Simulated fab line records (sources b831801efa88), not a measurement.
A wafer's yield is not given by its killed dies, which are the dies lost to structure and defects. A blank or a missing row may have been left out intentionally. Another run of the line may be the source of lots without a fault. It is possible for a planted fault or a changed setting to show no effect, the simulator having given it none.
fab line records	flow sky130
record: lots: 6	wafers: 16	last-day: 50
route steps=708 shown LDD_P@257 LDD_HVN@267 LDD_HVP@278 LDD_LDN@289
lots with no fault: from the same line, run without faults
start-h: the number of hours between the record's first day and the start of the first shown wafer of the lot	wait-h: hours from the lot's prior step to this one	" identical to the entry in the row above	L1.1+2: one row covering several wafers at once	- no value, or no start given	* or withheld: withheld	< > ~ a bound
route shown NAME@n: a module of which the file shows steps, and the number in the route of the first	usual: average and standard deviation across the fault-free wafers	same: alike in all rows	chamber/n: place in a boat	sites: per-site readings	_std_site: how widely they spread, as a standard deviation	_edge_site: inner sites' mean taken away from outer sites' mean	radius-mm: for every site, how far away it sits from the centre of the wafer	mask NAME#n: copy n	behind: tool/chamber where the wafer was last shaped	hold: what put the lot on hold/how long, in hours/how the hold closed	device: transistor that didn't switch, given as n, p or np	end of line: the route-end tests of the same wafers	for a step that has no rows: nothing shown but its recipe	killed: dies that structure and defects cost at the first sort, which is not the same as the wafer's yield	map: a wafer's dies, x killed, . not, _ none there
set.NAME: the setting that was run; set.NAME@STEP: the one run at that earlier step	model.NAME: the simulator's own value behind a step, which no gauge read
a table for each step, a row for each wafer; lots at some steps of the route
services: the hour from which a tool's chamber was out of use, counted from the record's first day as start-h (under 0 if before that day), plus the number of hours and why
== steps ==
step: SKY_LDD_P_COAT_02
recipe: resist: NOVOLAK	spin-rpm: 3000	resist-thk-nm: 1140
step: SKY_LDD_P_SOFTBAKE_03
recipe: temp-c: 90	time-s: 60	resist: NOVOLAK
step: SKY_LDD_P_EXPOSE_04
recipe: mask-id: PSDM	na: 0.6	source-shape: conventional	sigma-outer: 0.6	polarization: unpolarized	target-cd-nm: 380	dose-mj: 138
step: SKY_LDD_P_PEB_05
recipe: temp-c: withheld	time-s: *	resist: NOVOLAK
step: SKY_LDD_P_DEVELOP_06
recipe: resist: NOVOLAK	developer: TMAH	develop-time-s: 60	dev-temp-c: 23
step: SKY_LDD_P_CD_MEAS_07
recipe: target-cd-nm: 380
usual: cd-nm: 379.9/2.8
lot.wafer	tool	chamber	start-h	wait-h	cd-nm
L158.1	cd-sem-02	-	440.17	0.1	379.4
L158.4	"	-	"	"	378.7
L158.6	"	-	"	"	380.2
L163.1	cd-sem-02	-	486.57	0.1	386.5
L163.2	"	-	"	"	383.5
L163.6	"	-	"	"	387.7
L168.1	cd-sem-02	-	532.41	0.1	378.6
L168.4	"	-	"	"	379.0
L168.6	"	-	"	"	378.9
L170.2	cd-sem-01	-	547.88	0.1	386.3
L170.3	"	-	"	"	386.5
L170.4	"	-	"	"	387.4
L176.4	cd-sem-01	-	603.37	0.1	382.3
L176.6	"	-	"	"	382.4
L178.2	cd-sem-02	-	618.82	0.2	382.5
L178.5	"	-	"	"	383.1
step: SKY_LDD_P_OVL_MEAS_08
usual: LDD_P_OVL: 0.7/1.3
lot.wafer	tool	chamber	start-h	wait-h	LDD_P_OVL[nm]
L158.1	overlay-02	-	440.29	0.1	-0.1
L158.4	"	-	"	"	1.0
L158.6	"	-	"	"	1.3
L163.1	overlay-01	-	486.69	0.1	0.7
L163.2	"	-	"	"	2.5
L163.6	"	-	"	"	1.6
L168.1	overlay-01	-	532.53	0.1	-2.3
L168.4	"	-	"	"	-0.8
L168.6	"	-	"	"	-1.0
L170.2	overlay-01	-	547.99	0.1	0.2
L170.3	"	-	"	"	0.4
L170.4	"	-	"	"	-1.0
L176.4	overlay-02	-	603.45	0.1	-1.8
L176.6	"	-	"	"	0.1
L178.2	overlay-02	-	618.93	0.1	0.7
L178.5	"	-	"	"	2.2
step: SKY_LDD_P_IMPLANT_09
recipe: species: BF2	energy-kev: 25	dose-cm2: 1e+13	tilt-deg: withheld
step: SKY_LDD_P_STRIP_10
recipe: chemistry: O2/N2	power-w: 1400	pressure-mtorr: 1500	platen-temp-c: withheld	o2-flow-sccm: 3000	n2-flow-sccm: 300	overash-fraction: 0.5
usual: drypump-motor-current-A: 5.5/0.5	oes-product-au: 0.716/0.0042	strip-time-to-endpoint-s: 14.19/0.043
lot.wafer	tool	chamber	start-h	wait-h	drypump-motor-current-A	oes-product-au	rf-hours-counter-h	strip-time-to-endpoint-s
L158.1	plasma-asher-02	1	440.47	0.1	5.2	0.714	33	14.22
L158.4	"	0	"	"	6.3	0.723	-	14.16
L158.6	"	1	"	"	5.2	0.722	-	14.18
L163.1	plasma-asher-03	0	486.87	0.1	5.1	0.724	66	14.26
L163.2	"	1	"	"	5.1	0.716	66	14.27
L163.6	"	1	"	"	5.0	0.713	-	14.20
L168.1	plasma-asher-02	0	532.72	0.1	6.3	0.712	43	14.12
L168.4	"	1	"	"	5.2	0.721	-	14.18
L168.6	"	1	"	"	5.2	0.722	-	14.22
L170.2	plasma-asher-02	1	548.17	0.1	5.2	0.723	44	14.19
L170.3	"	1	"	"	5.2	0.712	-	14.17
L170.4	"	0	"	"	6.3	0.716	-	14.16
L176.4	plasma-asher-03	1	603.65	0.1	5.0	0.712	-	14.12
L176.6	"	1	"	"	5.1	0.715	-	14.13
L178.2	plasma-asher-02	0	619.11	0.1	6.3	0.711	50	14.18
L178.5	"	1	"	"	5.2	0.716	-	14.14
step: SKY_LDD_P_TW_MEAS_11
usual: LDD_P_TW: 631.6/2.9
lot.wafer	tool	chamber	start-h	wait-h	LDD_P_TW
L158.1	film-metro-02	-	440.57	0.1	628.7
L158.4	"	-	"	"	628.9
L158.6	"	-	"	"	634.5
L163.1	film-metro-01	-	486.97	0.1	632.2
L163.2	"	-	"	"	632.5
L163.6	"	-	"	"	631.0
L168.1	film-metro-02	-	532.82	0.1	630.4
L168.4	"	-	"	"	630.7
L168.6	"	-	"	"	632.2
L170.2	film-metro-01	-	548.28	0.1	628.3
L170.3	"	-	"	"	630.2
L170.4	"	-	"	"	629.2
L176.4	film-metro-03	-	603.75	0.1	633.2
L176.6	"	-	"	"	635.1
L178.2	film-metro-03	-	619.22	0.1	632.9
L178.5	"	-	"	"	632.5
step: SKY_LDD_HVN_DEHYDRATE_00
recipe: temp-c: 200	time-s: 60
step: SKY_LDD_HVN_HMDS_01
recipe: prime-time-s: 60	prime-temp-c: 120
step: SKY_LDD_HVN_COAT_02
recipe: resist: NOVOLAK	spin-rpm: 3000	resist-thk-nm: 300
usual: chill-plate-temp-C: 23.00/0.13
lot.wafer	tool	chamber	start-h	wait-h	chill-plate-temp-C	model.NOVOLAK_of_LDD_HVN_COAT_02.thk-nm
L158.1	litho-track-04	0	456.27	0.1	22.97	299.6
L158.4	"	0	"	"	23.11	299.1
L158.6	"	0	"	"	23.14	298.6
L163.1	litho-track-03	0	501.71	0.1	23.06	299.8
L163.2	"	0	"	"	22.87	298.9
L163.6	"	0	"	"	22.95	299.8
L168.1	litho-track-02	0	547.18	0.1	22.91	299.1
L168.4	"	0	"	"	22.81	299.5
L168.6	"	0	"	"	22.77	300.8
L170.2	litho-track-04	0	563.49	0.1	22.96	300.5
L170.3	"	0	"	"	22.83	301
L170.4	"	0	"	"	22.95	301.2
L176.4	litho-track-04	0	618.19	0.1	22.96	164.9
L176.6	"	0	"	"	23.01	300.1
L178.2	litho-track-04	0	633.19	0.1	22.86	163.7
L178.5	"	0	"	"	22.78	299.1
step: SKY_LDD_HVN_SOFTBAKE_03
recipe: temp-c: 90	time-s: 60	resist: NOVOLAK
step: SKY_LDD_HVN_EXPOSE_04
recipe: mask-id: HVNTM	na: 0.6	source-shape: conventional	sigma-outer: 0.6	polarization: unpolarized	target-cd-nm: 700	dose-mj: 127
step: SKY_LDD_HVN_PEB_05
recipe: temp-c: withheld	time-s: *	resist: NOVOLAK
step: SKY_LDD_HVN_DEVELOP_06
recipe: resist: NOVOLAK	developer: TMAH	develop-time-s: 60	dev-temp-c: 23
usual: chill-plate-temp-C: 22.99/0.11
lot.wafer	tool	chamber	start-h	wait-h	chill-plate-temp-C	model.NOVOLAK_of_LDD_HVN_COAT_02.thk-nm
L158.1	litho-track-02	0	471.83	0.1	22.93	299.2
L158.4	"	0	"	"	23.08	298.7
L158.6	"	0	"	"	23.19	298.2
L163.1	litho-track-04	0	517.02	0.1	22.71	299.4
L163.2	"	0	"	"	22.82	298.5
L163.6	"	0	"	"	22.91	299.4
L168.1	litho-track-02	0	562.73	0.1	22.99	298.7
L168.4	"	0	"	"	23.17	299.1
L168.6	"	0	"	"	23.01	300.4
L170.2	litho-track-03	0	577.84	0.1	23.22	300.1
L170.3	"	0	"	"	23.05	300.6
L170.4	"	0	"	"	22.99	300.8
L176.4	litho-track-04	0	632.79	0.1	22.94	164.5
L176.6	"	0	"	"	22.95	299.7
L178.2	litho-track-04	0	647.59	0.1	22.73	163.3
L178.5	"	0	"	"	22.83	298.7
step: SKY_LDD_HVN_OVL_MEAS_07
usual: LDD_HVN_OVL: -0.4/1.4
lot.wafer	tool	chamber	start-h	wait-h	LDD_HVN_OVL[nm]
L158.1	overlay-02	-	471.98	0.1	-0.6
L158.4	"	-	"	"	0.7
L158.6	"	-	"	"	-0.7
L163.1	overlay-01	-	517.17	0.1	-0.9
L163.2	"	-	"	"	-1.2
L163.6	"	-	"	"	-2.7
L168.1	overlay-01	-	562.88	0.1	0.2
L168.4	"	-	"	"	0.2
L168.6	"	-	"	"	-1.0
L170.2	overlay-02	-	577.97	0.1	0.1
L170.3	"	-	"	"	1.3
L170.4	"	-	"	"	0.8
L176.4	overlay-01	-	632.89	0.1	-0.6
L176.6	"	-	"	"	-2.6
L178.2	overlay-02	-	647.72	0.1	0.3
L178.5	"	-	"	"	0.9
step: SKY_LDD_HVN_IMPLANT_08
recipe: species: P	energy-kev: 60	dose-cm2: 3e+13	tilt-deg: 40
step: SKY_LDD_HVN_STRIP_09
recipe: chemistry: O2/N2	power-w: 1400	pressure-mtorr: 1500	platen-temp-c: withheld	o2-flow-sccm: 3000	n2-flow-sccm: 300	overash-fraction: 0.5
usual: drypump-motor-current-A: 5.5/0.47	oes-product-au: 0.409/0.0051	strip-time-to-endpoint-s: 4.138/0.016
lot.wafer	tool	chamber	start-h	wait-h	drypump-motor-current-A	oes-product-au	rf-hours-counter-h	strip-time-to-endpoint-s
L158.1	plasma-asher-04	1	472.17	0.1	5.5	0.409	73	4.118
L158.4	"	0	"	"	6.0	0.409	-	4.120
L158.6	"	1	"	"	5.5	0.411	-	4.104
L163.1	plasma-asher-03	0	517.35	0.1	5.0	0.409	69	4.140
L163.2	"	1	"	"	5.1	0.418	69	4.118
L163.6	"	0	"	"	5.0	0.398	-	4.133
L168.1	plasma-asher-04	0	563.07	0.1	6.0	0.403	81	4.114
L168.4	"	0	"	"	6.0	0.410	-	4.122
L168.6	"	0	"	"	6.0	0.403	-	4.142
L170.2	plasma-asher-02	1	578.15	0.1	5.2	0.415	47	4.139
L170.3	"	0	"	"	6.3	0.414	-	4.162
L170.4	"	1	"	"	5.2	0.407	-	4.175
L176.4	plasma-asher-04	0	633.09	0.1	6.0	0.340	-	2.330
L176.6	"	0	"	"	6.0	0.412	-	4.140
L178.2	plasma-asher-04	1	647.90	0.1	5.5	0.337	90	2.306
L178.5	"	0	"	"	6.0	0.416	-	4.102
step: SKY_LDD_HVN_TW_MEAS_10
usual: LDD_HVN_TW: 1426/6.1
lot.wafer	tool	chamber	start-h	wait-h	LDD_HVN_TW
L158.1	film-metro-02	-	472.27	0.1	1418
L158.4	"	-	"	"	1415
L158.6	"	-	"	"	1423
L163.1	film-metro-01	-	517.45	0.1	1436
L163.2	"	-	"	"	1435
L163.6	"	-	"	"	1435
L168.1	film-metro-04	-	563.17	0.1	1429
L168.4	"	-	"	"	1434
L168.6	"	-	"	"	1432
L170.2	film-metro-04	-	578.26	0.1	1434
L170.3	"	-	"	"	1426
L170.4	"	-	"	"	1425
L176.4	film-metro-02	-	633.18	0.1	1419
L176.6	"	-	"	"	1423
L178.2	film-metro-04	-	648.01	0.1	1433
L178.5	"	-	"	"	1433
step: SKY_LDD_HVP_DEHYDRATE_00
recipe: temp-c: 200	time-s: 60
step: SKY_LDD_HVP_HMDS_01
recipe: prime-time-s: 60	prime-temp-c: 120
step: SKY_LDD_HVP_COAT_02
recipe: resist: NOVOLAK	spin-rpm: 3000	resist-thk-nm: 300
step: SKY_LDD_HVP_SOFTBAKE_03
recipe: temp-c: 90	time-s: 60	resist: NOVOLAK
step: SKY_LDD_HVP_EXPOSE_04
recipe: mask-id: HVPTM	na: 0.6	source-shape: conventional	sigma-outer: 0.6	polarization: unpolarized	target-cd-nm: 700	dose-mj: 86
step: SKY_LDD_HVP_PEB_05
recipe: temp-c: withheld	time-s: *	resist: NOVOLAK
step: SKY_LDD_HVP_DEVELOP_06
recipe: resist: NOVOLAK	developer: TMAH	develop-time-s: 60	dev-temp-c: 23
step: SKY_LDD_HVP_OVL_MEAS_07
usual: LDD_HVP_OVL: -0.2/1.6
lot.wafer	tool	chamber	start-h	wait-h	LDD_HVP_OVL[nm]
L158.1	overlay-02	-	503.47	0.1	3.4
L158.4	"	-	"	"	2.2
L158.6	"	-	"	"	2.8
L163.1	overlay-02	-	547.78	0.1	0.3
L163.2	"	-	"	"	2.1
L163.6	"	-	"	"	1.1
L168.1	overlay-01	-	592.07	0.1	-0.9
L168.4	"	-	"	"	-0.6
L168.6	"	-	"	"	-1.7
L170.2	overlay-02	-	607.42	0.1	0.5
L170.3	"	-	"	"	1.7
L170.4	"	-	"	"	-0.7
L176.4	overlay-02	-	661.59	0.1	-0.2
L176.6	"	-	"	"	1.6
L178.2	overlay-02	-	676.54	0.1	1.8
L178.5	"	-	"	"	2.2
step: SKY_LDD_HVP_IMPLANT_08
recipe: species: B	energy-kev: 20	dose-cm2: 1.7e+13	tilt-deg: 17.9
step: SKY_LDD_HVP_STRIP_09
recipe: chemistry: O2/N2	power-w: 1400	pressure-mtorr: 1500	platen-temp-c: withheld	o2-flow-sccm: 3000	n2-flow-sccm: 300	overash-fraction: 0.5
usual: drypump-motor-current-A: 5.5/0.35	oes-product-au: 0.409/0.0045	strip-time-to-endpoint-s: 4.134/0.013
lot.wafer	tool	chamber	start-h	wait-h	drypump-motor-current-A	oes-product-au	rf-hours-counter-h	strip-time-to-endpoint-s
L158.1	plasma-asher-03	1	503.66	0.1	5.1	0.416	67	4.132
L158.4	"	1	"	"	5.1	0.407	-	4.148
L158.6	"	0	"	"	5.0	0.411	-	4.139
L163.1	plasma-asher-01	1	547.97	0.1	5.8	0.409	12	4.145
L163.2	"	0	"	"	5.4	0.402	12	4.117
L163.6	"	0	"	"	5.4	0.414	-	4.131
L168.1	plasma-asher-01	0	592.26	0.1	5.4	0.408	17	4.142
L168.4	"	1	"	"	5.8	0.406	-	4.138
L168.6	"	0	"	"	5.4	0.414	-	4.129
L170.2	plasma-asher-04	0	607.60	0.1	6.0	0.410	86	4.129
L170.3	"	1	"	"	5.5	0.408	-	4.132
L170.4	"	0	"	"	6.0	0.408	-	4.129
L176.4	plasma-asher-01	0	661.79	0.1	5.4	0.406	-	4.111
L176.6	"	0	"	"	5.5	0.399	-	4.122
L178.2	plasma-asher-04	0	676.72	0.1	6.0	0.411	93	4.096
L178.5	"	0	"	"	6.0	0.413	-	4.125
step: SKY_LDD_HVP_TW_MEAS_10
usual: LDD_HVP_TW: 454.1/2.1
lot.wafer	tool	chamber	start-h	wait-h	LDD_HVP_TW
L158.1	film-metro-02	-	503.76	0.1	452.2
L158.4	"	-	"	"	453.9
L158.6	"	-	"	"	450.2
L163.1	film-metro-02	-	548.07	0.1	453.5
L163.2	"	-	"	"	453.3
L163.6	"	-	"	"	453.0
L168.1	film-metro-03	-	592.36	0.1	455.6
L168.4	"	-	"	"	458.0
L168.6	"	-	"	"	453.8
L170.2	film-metro-02	-	607.71	0.1	451.0
L170.3	"	-	"	"	451.1
L170.4	"	-	"	"	451.4
L176.4	film-metro-03	-	661.89	0.1	477.5
L176.6	"	-	"	"	454.6
L178.2	film-metro-04	-	676.83	0.1	474.5
L178.5	"	-	"	"	451.8
step: SKY_LDD_LDN_DEHYDRATE_00
recipe: temp-c: 200	time-s: 60
== services ==
tool	chamber	start-h	hours	kind
plasma-asher-01	-	421.25	9.0	pm
plasma-asher-01	0	421.25	9.0	vent-cycle
plasma-asher-01	1	421.25	9.0	vent-cycle
plasma-asher-04	-	424.81	11.2	repair
plasma-asher-01	0	430.25	-	clean
plasma-asher-01	1	430.25	-	clean
plasma-asher-03	-	438.54	3.6	repair
plasma-asher-02	-	441.03	0.7	repair
plasma-asher-04	-	451.47	0.5	repair
plasma-asher-04	-	481.21	11.0	repair
plasma-asher-02	-	586.14	12.0	repair
plasma-asher-04	-	599.43	2.8	pm
plasma-asher-03	-	630.73	1.2	repair
plasma-asher-02	-	645.45	5.3	repair
litho-track-03	-	669.50	-	consumable-replace:filter
== key ==
first-sign: step: SKY_LDD_HVN_STRIP_09	reading: strip-time-to-endpoint-s	direction: down	sigmas: 99+	usual: *	struck: *
effect: step: SKY_LDD_HVN_STRIP_09	reading: oes-product-au	direction: down	sigmas: 14	usual: 0.409	struck: 0.339
effect: step: SKY_LDD_HVP_TW_MEAS_10	reading: LDD_HVP_TW	direction: up	sigmas: 10	usual: 454.1	struck: 476.0
model-effect: step: SKY_LDD_HVN_COAT_02	value: NOVOLAK_of_LDD_HVN_COAT_02.thk-nm	without: 299.3	struck: 164.3
model-effect: step: SKY_LDD_HVN_DEVELOP_06	value: NOVOLAK_of_LDD_HVN_COAT_02.thk-nm	without: 298.9	struck: 163.9
met-at SKY_LDD_HVN_COAT_02
struck-wafers L176.4,L178.2
sort-left-out L176.4
tester-left-out L176,L178
onset-between 563.49 618.19
fault: kind: process-parameter-drift	tool: litho-track-04	chamber: -	onset-h: 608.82	steps: SKY_LDD_HVN_COAT_02	channel: resist-thk-nm	offset: -135.32	shape: step	end-h: 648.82	scope: struck-wafers-only	acts-in: these-recipes-only	stated: 300
tester-left-out: of these lots the tester's yield and bins aren't shown, on N5 and GAA mostly nor the transistor test; their killed dies are dies lost to structure and defects alone, not to doping, threshold or leakage, so they don't give the yield
sort-left-out: the simulated sort isn't trusted on such a fault, so these wafers' sort isn't shown, and their yield isn't known
